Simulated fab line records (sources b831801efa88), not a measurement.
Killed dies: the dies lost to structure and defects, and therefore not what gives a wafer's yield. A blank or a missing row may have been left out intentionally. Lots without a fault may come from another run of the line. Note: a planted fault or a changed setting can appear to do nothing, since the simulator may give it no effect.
Which of the tools did it? :: flow sky130 :: 18 wafers from 6 lots sampled at 2 of the route's 708 steps

WHAT THE GAUGES SHOWED, per wafer
SKY_SONOS_ONO_THK_MEAS_05.
lot: L816
measured: day 12 08:13
on: film_metro-02
SONOS_ONO_CVD_04_THK (nm): 5.70 5.70 5.67

lot: L820
measured: day 13 20:55
on: film_metro-02
SONOS_ONO_CVD_04_THK (nm): 6.66 6.82 6.76

lot: L830
measured: day 17 10:36
on: film_metro-02
SONOS_ONO_CVD_04_THK (nm): 5.70 5.77 5.84

lot: L832
measured: day 17 22:59
on: film_metro-02
SONOS_ONO_CVD_04_THK (nm): 5.81 5.82 5.75

lot: L834
measured: day 18 13:32
on: film_metro-03
SONOS_ONO_CVD_04_THK (nm): 5.68 5.75 5.75

lot: L836
measured: day 19 09:41
on: film_metro-03
SONOS_ONO_CVD_04_THK (nm): 5.86 5.74 5.81

WHAT TOOL EACH LOT RAN ON (gives the tool, then ch and the chambers of the sampled wafers, and finally the start)
lot: L816
SKY_SONOS_ONO_CVD_04: lpcvd-03 ch 0, day 12 06:56

lot: L820
SKY_SONOS_ONO_CVD_04: lpcvd-03 ch 1, day 13 19:40

lot: L830
SKY_SONOS_ONO_CVD_04: lpcvd-03 ch 0, day 17 09:21

lot: L832
SKY_SONOS_ONO_CVD_04: lpcvd-03 ch 1, day 17 21:44

lot: L834
SKY_SONOS_ONO_CVD_04: lpcvd-03 ch 0, day 18 12:17

lot: L836
SKY_SONOS_ONO_CVD_04: lpcvd-03 ch 1, day 19 08:26
- SKY_SONOS_ONO_CVD_04: deposits SiO2 from SiH4/N2O, target thk 5.7199 nm.

THE ANSWER, worked out from the rows above alone
Rule: the lots themselves supply what counts as usual. Put in order of their means at a reading, lots are off if they are a third of the lots or fewer, leave a main group of 4 or more, and stand apart from it by a gap of 3 or more times the standard deviation of the main group's means; of several such gaps the widest counts. The tables above print the reading to a certain number of digits; a main group whose means all agree to those digits is not used. A lot without any number at a reading at which 4 lots or more have one is off too. Any other lot the step has rows for is counted as sound.
Off: L820, at SKY_SONOS_ONO_THK_MEAS_05 (SONOS_ONO_CVD_04_THK). Main group: mean 5.76 nm, sd 0.043.
A tool fits if, at a process step before that reading, it ran every lot that is off, and no sound lot after the first of them. The gauges at SKY_SONOS_ONO_THK_MEAS_05 are tried like those tools. Of those tried, none fits.

WHAT THE SIMULATOR HAD PUT IN
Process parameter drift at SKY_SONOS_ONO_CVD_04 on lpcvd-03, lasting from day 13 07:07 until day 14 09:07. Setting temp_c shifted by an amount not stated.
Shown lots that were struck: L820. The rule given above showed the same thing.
